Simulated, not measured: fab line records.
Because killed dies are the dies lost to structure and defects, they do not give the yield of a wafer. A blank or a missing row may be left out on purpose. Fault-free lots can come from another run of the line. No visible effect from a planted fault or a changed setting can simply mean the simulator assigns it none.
2 desks looking at one fault | flow sky130 | every desk sees just its own numbers, and what lay behind them comes last

== METROLOGY DESK ==
Means of the sampled wafers that have a number, per lot and without regard to the tool the lot ran on: this is what the gauges read. A lot is out of limits, marked OUT, if its mean lies more than 4 standard deviations from the usual mean; the brackets give that distance.
Columns: A = CAPM_OVL at SKY_CAPM_OVL_MEAS_12, usual -0.3 nm
lot  | first seen here | A
L351 | day 37 04:52    | -1.8
L357 | day 39 07:22    | -0.9
L361 | day 40 17:03    | -0.8
L362 | day 40 19:39    | -0.6
L364 | day 41 07:45    | 2.3
L369 | day 43 03:52    | 1.9
L371 | day 43 08:21    | 1.8
L372 | day 43 09:11    | -0.9
L373 | day 43 14:35    | -0.2
L374 | day 43 17:45    | -0.1
This desk found nothing out of limits on any of the 10 lots.

== THE TOOL OWNER'S DESK: rie_metal-03 ==
The tool's own readings at SKY_CAPM_METAL_ETCH_13 (etches TiN in Cl2/BCl3, stops on SiO2, target depth 220 nm, time 62.9 s): means of the sampled wafers that have a number, for each lot that ran on this tool. A lot is out of limits, marked OUT, if its mean lies more than 4 standard deviations from the usual mean; the brackets give that distance.
Columns: A = bias_w at SKY_CAPM_METAL_ETCH_13, usual 48.52 W; B = drypump_motor_current_A at SKY_CAPM_METAL_ETCH_13, usual 5.8 A; C = oes_product_au at SKY_CAPM_METAL_ETCH_13, usual 0.941 a.u.; D = throttle_valve_pct at SKY_CAPM_METAL_ETCH_13, usual 21.902 %
lot  | first seen here | A               | B   | C     | D
L362 | day 40 19:41    | 48.44           | 5.0 | 0.953 | 21.896
L369 | day 43 03:53    | 48.63           | 5.2 | 0.938 | 21.901
L372 | day 43 09:14    | 52.80 (+31) OUT | 5.1 | 0.937 | 21.911
L374 | day 43 17:47    | 52.85 (+31) OUT | 5.0 | 0.945 | 21.916
This desk's finding: out of limits on L372, L374; first on L372, day 43 09:14 (bias_w at SKY_CAPM_METAL_ETCH_13). Within limits: L362, L369.

== PUT TOGETHER ==
An alarm could have come from the tool owner's desk at day 43 09:14, on L372, L374.
Nothing out of limits was seen by the metrology desk.
The metrology desk has L372, L374 on record, within its limits.
All the named lots went through SKY_CAPM_METAL_ETCH_13 on rie_metal-03.

== WHAT WAS PUT IN BY THE SIMULATOR ==
rie_metal-03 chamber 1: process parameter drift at SKY_CAPM_METAL_ETCH_13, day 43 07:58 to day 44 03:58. A move of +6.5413 in setting bias_w, from 48.5. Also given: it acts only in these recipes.
Shown lots that were struck: L372, L374.
Time in hours from fault onset to the first out-of-limits reading at each desk: the tool owner's desk, 1.
